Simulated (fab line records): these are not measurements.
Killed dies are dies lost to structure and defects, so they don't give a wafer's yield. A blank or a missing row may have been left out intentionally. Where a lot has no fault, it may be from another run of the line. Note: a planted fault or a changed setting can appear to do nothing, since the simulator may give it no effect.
fab line records | flow gf180mcu
record lots=13 wafers=39 lastDay=34
route steps=602 shown V4@479 MIM@503 TOP_METAL@567
lots that met no fault: from a run of the same line without faults
startH: hours from the record's first day to the start of the lot's first wafer shown | waitH: how many hours have passed since the lot's step before this one | " as in the row above | L1.1+2: a single row standing in for several wafers | - no value, or no start given | * or withheld: withheld | < > ~ a bound
route shown NAME@n: names a module that has steps shown in the file, with the first one's number in the route | usual: mean/standard deviation of fault-free wafers | same: alike in all rows | chamber/n: place in a boat | sites: each site's reading | _std_site: the standard deviation of these | _edge_site: mean of outer sites minus mean of inner sites | radiusMm: for every site, how far away it sits from the centre of the wafer | mask NAME#n: copy n | behind: the last tool/chamber to shape the wafer | hold: cause of the lot's hold/its duration in hours/its outcome | device: the transistor (n, p or np) that didn't switch | end of line: at the end of the route, the tests of the same wafers | a step with no rows: only its recipe | killed: not the wafer's yield, but the dies lost to structure and defects at the first sort | map: a wafer's dies, marking killed ones x, the rest . and places with no die _
set.NAME: the setting that was run; set.NAME@STEP: the one run at that earlier step | model.NAME: the simulator's own value behind a step, which no gauge read
a sample of lots followed through the steps of the route, with each step as a table and each wafer as a row
services: when a tool's chamber went out of use (startH, in hours from the record's first day, below 0 if earlier), for how many hours, and the reason
## steps
# step GF_V4_THK_MEAS_03
# recipe reads=SiO2_of_V4_CVD_02
# usual V4_CVD_02_THK=851/11
# columns lot.wafer tool chamber startH waitH V4_CVD_02_THK[nm]
L447.1 filmMetro-01 - 554.24 0.1 846
L447.4 " - " " 855
L447.5 " - " " 851
L448.2 filmMetro-02 - 565.00 0.1 842
L448.3 " - " " 855
L448.5 " - " " 854
L449.1 filmMetro-04 - 571.45 0.0 848
L449.4 " - " " 877
L449.5 " - " " 863
L452.1 filmMetro-01 - 597.08 0.0 837
L452.3 " - " " 846
L452.5 " - " " 856
L453.1 filmMetro-02 - 605.99 0.0 848
L453.2 " - " " 843
L453.3 " - " " 833
L454.2 filmMetro-04 - 612.94 0.0 839
L454.3 " - " " 833
L454.4 " - " " 866
L455.1 filmMetro-02 - 621.85 0.0 842
L455.2 " - " " 843
L455.4 " - " " 850
L456.2 filmMetro-01 - 632.00 0.0 850
L456.3 " - " " 844
L456.6 " - " " 869
L464.1 filmMetro-02 - 683.80 0.0 850
L464.4 " - " " 853
L464.5 " - " " 868
L465.1 filmMetro-01 - 687.18 0.0 848
L465.3 " - " " 846
L465.6 " - " " 861
L466.3 filmMetro-01 - 696.52 0.1 859
L466.5 " - " " 868
L466.6 " - " " 871
L467.2 filmMetro-04 - 703.12 0.0 829
L467.3 " - " " 837
L467.5 " - " " 868
L468.1 filmMetro-01 - 714.43 0.0 852
L468.3 " - " " 857
L468.5 " - " " 873
# step GF_V4_ETCH_16
# recipe chemistry=N2/H2 targetDepthA=withheld overetchA=withheld timeS=withheld target=BARC ionEnergyEv=200 sourceW=500 biasW=100 pressureMtorr=30 n2FlowSccm=100 h2FlowSccm=200
# usual drypumpMotorCurrentA=5.6/0.59 oesProductAu=0.855/0.0048 throttleValvePct=13.224/0.0082
# columns lot.wafer tool chamber startH waitH drypumpMotorCurrentA oesProductAu throttleValvePct
L447.1 rieDiel-01 3 577.34 0.0 5.6 0.849 13.222
L447.4 " 0 " " 5.4 0.857 13.228
L447.5 " 3 " " 5.6 0.858 13.207
L448.2 rieDiel-03 3 587.18 0.0 5.9 0.856 13.232
L448.3 " 2 " " 6.4 0.856 13.242
L448.5 " 2 " " 6.4 0.849 13.239
L449.1 rieDiel-01 0 592.84 0.0 5.5 0.848 13.230
L449.4 " 2 " " 5.9 0.858 13.240
L449.5 " 0 " " 5.5 0.848 13.234
L452.1 rieDiel-04 0 617.79 0.0 5.1 0.856 13.227
L452.3 " 3 " " 4.7 0.854 13.239
L452.5 " 0 " " 5.1 0.857 13.224
L453.1 rieDiel-04 0 627.14 0.0 5.1 0.848 13.225
L453.2 " 1 " " 5.7 0.854 13.217
L453.3 " 2 " " 4.9 0.846 13.212
L454.2 rieDiel-03 2 633.74 0.0 6.4 0.856 13.226
L454.3 " 3 " " 5.9 0.847 13.214
L454.4 " 1 " " 6.6 0.847 13.229
L455.1 rieDiel-04 2 641.99 0.0 4.9 0.847 13.212
L455.2 " 0 " " 5.1 0.853 13.225
L455.4 " 1 " " 5.7 0.847 13.209
L456.2 rieDiel-03 1 652.69 0.0 6.5 0.859 13.227
L456.3 " 2 " " 6.4 0.855 13.226
L456.6 " 3 " " 5.9 0.853 13.230
L464.1 rieDiel-01 2 703.33 0.0 5.9 0.851 13.235
L464.4 " 1 " " 6.5 0.858 13.218
L464.5 " 0 " " 5.5 0.850 13.224
L465.1 rieDiel-01 1 706.73 0.0 6.5 0.857 13.227
L465.3 " 3 " " 5.6 0.851 13.204
L465.6 " 2 " " 5.9 0.852 13.225
L466.3 rieDiel-04 2 715.48 0.0 4.9 0.862 13.228
L466.5 " 1 " " 5.7 0.858 13.227
L466.6 " 0 " " 5.0 0.859 13.214
L467.2 rieDiel-04 0 721.89 0.0 5.0 0.863 13.234
L467.3 " 2 " " 5.0 0.856 13.230
L467.5 " 2 " " 4.9 0.855 13.209
L468.1 rieDiel-01 3 732.28 0.0 5.6 0.852 13.224
L468.3 " 1 " " 6.4 0.861 13.227
L468.5 " 0 " " 5.4 0.862 13.224
# step GF_MIM_SPUTTER_00
# recipe material=Ti targetThkNm=37.5 arrivingIonEnergyEv=80 substrateTempC=200 chamberPressurePa=2 powerW=4000 timeS=150
# usual chamberPressurePa=2.000/0.0043 throttleValvePct=30.1/0.86
# columns lot.wafer tool chamber startH waitH chamberPressurePa throttleValvePct
L447.1 pvdSputter-04 - 578.70 0.2 2.003 30.4
L447.4 " - " " 2.003 29.6
L447.5 " - " " 2.007 30.1
L448.2 pvdSputter-03 - 588.56 0.1 1.996 30.2
L448.3 " - " " 2.000 30.6
L448.5 " - " " 1.992 28.8
L449.1 pvdSputter-03 - 594.20 0.2 2.003 30.1
L449.4 " - " " 2.001 30.7
L449.5 " - " " 2.008 30.6
L452.1 pvdSputter-02 - 619.15 0.2 1.998 28.8
L452.3 " - " " 1.998 28.3
L452.5 " - " " 1.996 29.4
L453.1 pvdSputter-02 - 628.49 0.2 1.995 30.8
L453.2 " - " " 1.992 29.1
L453.3 " - " " 2.000 28.4
L454.2 pvdSputter-02 - 635.09 0.2 1.991 29.2
L454.3 " - " " 1.991 30.6
L454.4 " - " " 1.999 28.3
L455.1 pvdSputter-04 - 643.35 0.1 2.007 30.9
L455.2 " - " " 1.998 30.1
L455.4 " - " " 1.995 30.2
L456.2 pvdSputter-03 - 654.28 0.2 2.007 30.3
L456.3 " - " " 2.002 30.5
L456.6 " - " " 2.005 30.6
L464.1 pvdSputter-03 - 704.69 0.1 2.006 30.8
L464.4 " - " " 1.996 30.1
L464.5 " - " " 2.004 31.0
L465.1 pvdSputter-02 - 708.23 0.1 1.999 29.0
L465.3 " - " " 1.997 31.0
L465.6 " - " " 2.004 29.6
L466.3 pvdSputter-03 - 716.84 0.1 1.997 30.5
L466.5 " - " " 1.997 30.6
L466.6 " - " " 2.004 28.8
L467.2 pvdSputter-04 - 723.27 0.2 1.997 30.7
L467.3 " - " " 2.002 30.2
L467.5 " - " " 1.999 30.9
L468.1 pvdSputter-02 - 733.67 0.2 2.008 28.1
L468.3 " - " " 1.997 30.7
L468.5 " - " " 2.006 28.5
# step GF_TOP_METAL_SPUTTER_00
# recipe material=Ti targetThkNm=37.5 arrivingIonEnergyEv=80 substrateTempC=200 chamberPressurePa=2 powerW=4000 timeS=150
# usual chamberPressurePa=2.000/0.0039 throttleValvePct=29.8/0.98
# columns lot.wafer tool chamber startH waitH chamberPressurePa throttleValvePct
L447.1 pvdSputter-01 - 644.02 0.2 1.997 29.2
L447.4 " - " " 2.003 30.1
L447.5 " - " " 2.003 30.2
L448.2 pvdSputter-04 - 652.78 0.1 2.001 31.2
L448.3 " - " " 1.997 30.5
L448.5 " - " " 2.001 30.7
L449.1 pvdSputter-04 - 657.92 0.1 2.000 30.8
L449.4 " - " " 1.999 30.3
L449.5 " - " " 1.999 30.8
L452.1 pvdSputter-01 - 682.26 0.1 1.999 28.2
L452.3 " - " " 2.000 29.4
L452.5 " - " " 1.996 28.5
L453.1 pvdSputter-02 - 691.57 0.2 2.002 28.8
L453.2 " - " " 2.003 28.2
L453.3 " - " " 2.006 31.1
L454.2 pvdSputter-02 - 696.77 0.1 2.002 29.6
L454.3 " - " " 1.993 29.2
L454.4 " - " " 1.989 28.9
L455.1 pvdSputter-02 - 704.27 0.1 1.628 34.4
L455.2 " - " " 1.618 32.5
L455.4 " - " " 1.621 32.7
L456.2 pvdSputter-02 - 714.61 0.2 1.624 31.3
L456.3 " - " " 1.621 32.9
L456.6 " - " " 1.618 34.3
L464.1 pvdSputter-04 - 760.91 0.2 1.992 30.8
L464.4 " - " " 2.001 29.9
L464.5 " - " " 2.002 30.4
L465.1 pvdSputter-01 - 763.01 0.2 1.996 29.5
L465.3 " - " " 2.002 30.2
L465.6 " - " " 1.996 28.5
L466.3 pvdSputter-01 - 771.06 0.1 2.004 29.4
L466.5 " - " " 1.997 29.0
L466.6 " - " " 2.001 29.7
L467.2 pvdSputter-02 - 777.32 0.2 2.002 28.3
L467.3 " - " " 1.994 29.1
L467.5 " - " " 1.997 28.0
L468.1 pvdSputter-01 - 786.07 0.2 2.006 28.5
L468.3 " - " " 1.996 28.9
L468.5 " - " " 2.000 29.3
## services
# columns tool chamber startH hours kind
rieDiel-04 0 566.54 8.9 repair
pvdSputter-04 - 588.74 8.7 repair
pvdSputter-01 - 614.64 1.0 repair
pvdSputter-02 - 653.30 2.3 repair
rieDiel-03 1 667.61 3.5 repair
pvdSputter-02 - 673.75 9.5 repair
pvdSputter-04 - 686.18 11.5 repair
pvdSputter-01 - 691.68 5.4 repair
pvdSputter-04 - 701.39 3.7 repair
rieDiel-01 0 711.31 6.1 repair
pvdSputter-03 - 712.66 1.8 repair
pvdSputter-02 - 718.23 3.1 repair
pvdSputter-04 - 720.30 0.7 repair
rieDiel-03 - 722.13 29.1 repair
rieDiel-04 0 725.10 5.8 repair
rieDiel-04 - 746.95 0.6 repair
rieDiel-03 1 770.71 - clean
rieDiel-03 1 770.71 12.6 scheduledDown
rieDiel-03 1 770.71 12.6 ventCycle
## key
firstSign step=GF_TOP_METAL_SPUTTER_00 reading=chamberPressurePa direction=down sigmas=96 usual=2.000 struck=1.622
effect step=GF_TOP_METAL_SPUTTER_00 reading=throttleValvePct direction=up sigmas=3.3 usual=29.8 struck=33.0
metAt GF_TOP_METAL_SPUTTER_00
struckLots L455,L456
notActingAt GF_V4_THK_MEAS_03,GF_V4_ETCH_16,GF_MIM_SPUTTER_00
onsetBetween 696.77 704.27
fault kind=processParameterDrift tool=pvdSputter-02 chamber=- onsetH=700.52 steps=GF_TOP_METAL_SPUTTER_00 channel=chamberPressurePa offset=-0.37786 shape=step endH=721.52 actsIn=theseRecipesOnly stated=2
